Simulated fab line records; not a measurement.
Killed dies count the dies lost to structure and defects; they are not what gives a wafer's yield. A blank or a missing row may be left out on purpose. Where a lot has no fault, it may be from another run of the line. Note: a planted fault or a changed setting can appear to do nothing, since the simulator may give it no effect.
Which of the tools did it? | flow sfq_line | 15 lots with 44 wafers sampled at 3 steps, on a route of 325 steps

== WHAT THE GAUGES SHOWED, per wafer ==
Not one reading of a measure or inspect step in the record can be checked against a usual standard deviation.

== TOOL THAT RAN EACH LOT (tool first, then ch and the chambers of the sampled wafers, then the start) ==
lot  | SFQ_TRILAYER_I7_CMP_CMP_184   | SFQ_TRILAYER_I7_METRO_MEASURE_185 | SFQ_TRILAYER_I7_VIA_ETCH_VIA_ETCH_190
L343 | cmp-02 ch 0,1, day 76 05:01   | film_metro-03, day 76 09:03       | rie_diel-01 ch 2,3, day 80 07:26
L344 | cmp-01 ch 0,1,3, day 76 15:01 | film_metro-03, day 76 18:08       | rie_diel-03 ch 0,2,3, day 80 13:26
L345 | cmp-02 ch 1,2,3, day 76 20:01 | film_metro-02, day 76 23:32       | rie_diel-01 ch 1,2,3, day 80 18:14
L346 | cmp-01 ch 1,2,3, day 77 10:31 | film_metro-02, day 77 12:44       | rie_diel-02 ch 0,2,3, day 81 11:10
L347 | cmp-02 ch 0,1, day 77 12:48   | film_metro-02, day 77 16:01       | rie_diel-03 ch 0,1,2, day 81 18:33
L348 | cmp-02 ch 0,2,3, day 77 15:18 | film_metro-01, day 77 18:25       | rie_diel-02 ch 0,2,3, day 81 23:17
L349 | cmp-01 ch 0,1,3, day 77 19:01 | film_metro-02, day 77 21:20       | rie_diel-03 ch 1,3, day 82 01:41
L350 | cmp-02 ch 0,1, day 77 21:48   | film_metro-01, day 78 00:37       | rie_diel-02 ch 0,3, day 82 10:13
L356 | cmp-02 ch 1,2, day 85 23:12   | film_metro-01, day 86 02:13       | rie_diel-02 ch 0,1, day 86 07:06
L357 | cmp-02 ch 1,3, day 86 01:42   | film_metro-03, day 86 04:49       | rie_diel-01 ch 0,3, day 86 08:20
L358 | cmp-02 ch 1,2, day 86 06:55   | film_metro-03, day 86 10:14       | rie_diel-03 ch 2,3, day 86 20:20
L360 | cmp-01 ch 0,3, day 87 23:32   | film_metro-01, day 88 02:10       | rie_diel-02 ch 0,1,2, day 88 06:27
L363 | cmp-02 ch 2,3, day 89 03:33   | film_metro-03, day 89 06:52       | rie_diel-03 ch 0,2,3, day 92 03:13
L364 | cmp-01 ch 0,1,2, day 89 07:22 | film_metro-01, day 89 09:53       | rie_diel-01 ch 1,2,3, day 92 08:01
L365 | cmp-02 ch 0,2, day 89 13:42   | film_metro-01, day 89 17:01       | rie_diel-03 ch 0,2, day 92 15:13
- SFQ_TRILAYER_I7_CMP_CMP_184: polishes SiO2.
- SFQ_TRILAYER_I7_METRO_MEASURE_185
- SFQ_TRILAYER_I7_VIA_ETCH_VIA_ETCH_190: etches SiO2 in CHF3, stops on Nb, target depth 260 nm.

== WHAT THE TOOLS THEMSELVES READ (means of the sampled wafers that have a number; where no wafer has one, the mark that the record gives instead) ==
SFQ_TRILAYER_I7_CMP_CMP_184. Usual: motor_current_A 10.0 A, standard deviation 1.1; time_to_endpoint_s 217 s, standard deviation 8.1.
lot  | tool   | motor_current_A (A) | time_to_endpoint_s (s) | flag
L343 | cmp-02 | 10.8                | 219                    |
L344 | cmp-01 | 10.5                | 217                    |
L345 | cmp-02 | 9.7                 | 217                    |
L346 | cmp-01 | 10.4                | 218                    |
L347 | cmp-02 | 10.0                | 227                    |
L348 | cmp-02 | 9.9                 | 219                    |
L349 | cmp-01 | 10.2                | 210                    |
L350 | cmp-02 | 10.2                | 214                    |
L356 | cmp-02 | 8.7                 | 252                    | OFF
L357 | cmp-02 | 10.3                | 260                    | OFF
L358 | cmp-02 | 8.6                 | 242                    | OFF
L360 | cmp-01 | 10.0                | 214                    |
L363 | cmp-02 | 10.3                | 220                    |
L364 | cmp-01 | 10.3                | 215                    |
L365 | cmp-02 | 9.0                 | 217                    |

SFQ_TRILAYER_I7_METRO_MEASURE_185. Usual: thk_nm at 200.4 nm, with a standard deviation of 1.1.
lot  | tool          | thk_nm (nm) | flag
L343 | film_metro-03 | 202.0       |
L344 | film_metro-03 | 199.8       |
L345 | film_metro-02 | 201.2       |
L346 | film_metro-02 | 200.7       |
L347 | film_metro-02 | 201.5       |
L348 | film_metro-01 | 201.6       |
L349 | film_metro-02 | 199.3       |
L350 | film_metro-01 | 200.6       |
L356 | film_metro-01 | 236.2       | OFF
L357 | film_metro-03 | 254.5       | OFF
L358 | film_metro-03 | 235.4       | OFF
L360 | film_metro-01 | 199.9       |
L363 | film_metro-03 | 200.1       |
L364 | film_metro-01 | 200.2       |
L365 | film_metro-01 | 201.9       |

SFQ_TRILAYER_I7_VIA_ETCH_VIA_ETCH_190. Usual: drypump_motor_current_A 5.8 A, standard deviation 0.43; oes_product_au 0.856 a.u., standard deviation 0.0051.
lot  | tool        | drypump_motor_current_A (A) | oes_product_au (a.u.) | flag
L343 | rie_diel-01 | 6.2                         | 0.856                 |
L344 | rie_diel-03 | 5.6                         | 0.848                 |
L345 | rie_diel-01 | 6.0                         | 0.860                 |
L346 | rie_diel-02 | 5.7                         | 0.856                 |
L347 | rie_diel-03 | 5.9                         | 0.859                 |
L348 | rie_diel-02 | 5.8                         | 0.862                 |
L349 | rie_diel-03 | 6.2                         | 0.853                 |
L350 | rie_diel-02 | 5.6                         | 0.855                 |
L356 | rie_diel-02 | 5.6                         | 0.902                 | OFF
L357 | rie_diel-01 | 6.2                         | 0.928                 | OFF
L358 | rie_diel-03 | 5.8                         | 0.908                 | OFF
L360 | rie_diel-02 | 5.7                         | 0.853                 |
L363 | rie_diel-03 | 5.6                         | 0.861                 |
L364 | rie_diel-01 | 6.0                         | 0.856                 |
L365 | rie_diel-03 | 5.7                         | 0.858                 |

== THE ANSWER, worked out from the rows above alone ==
Rule: a lot is off if the mean of its wafers that have a number lies more than 3 standard deviations from the usual mean. Also off: a lot with no number at a reading for which 4 or more lots have one. The other lots that the step has rows for count as sound. After the gauges, taken in route order, come the tools' own readings; for these a lot's mean is taken, as printed above. The first step at which some lot is off is used, and at that step the reading that is off furthest; a lot without a number counts as furthest.
Off, at SFQ_TRILAYER_I7_CMP_CMP_184 on time_to_endpoint_s: L356, L357, L358.
If a tool, at that step or one of the process steps before it, ran each lot that is off and ran no sound lot following the first of them, it fits. Not one of the candidates tried fits.

== WHAT THE SIMULATOR HAD PUT IN ==
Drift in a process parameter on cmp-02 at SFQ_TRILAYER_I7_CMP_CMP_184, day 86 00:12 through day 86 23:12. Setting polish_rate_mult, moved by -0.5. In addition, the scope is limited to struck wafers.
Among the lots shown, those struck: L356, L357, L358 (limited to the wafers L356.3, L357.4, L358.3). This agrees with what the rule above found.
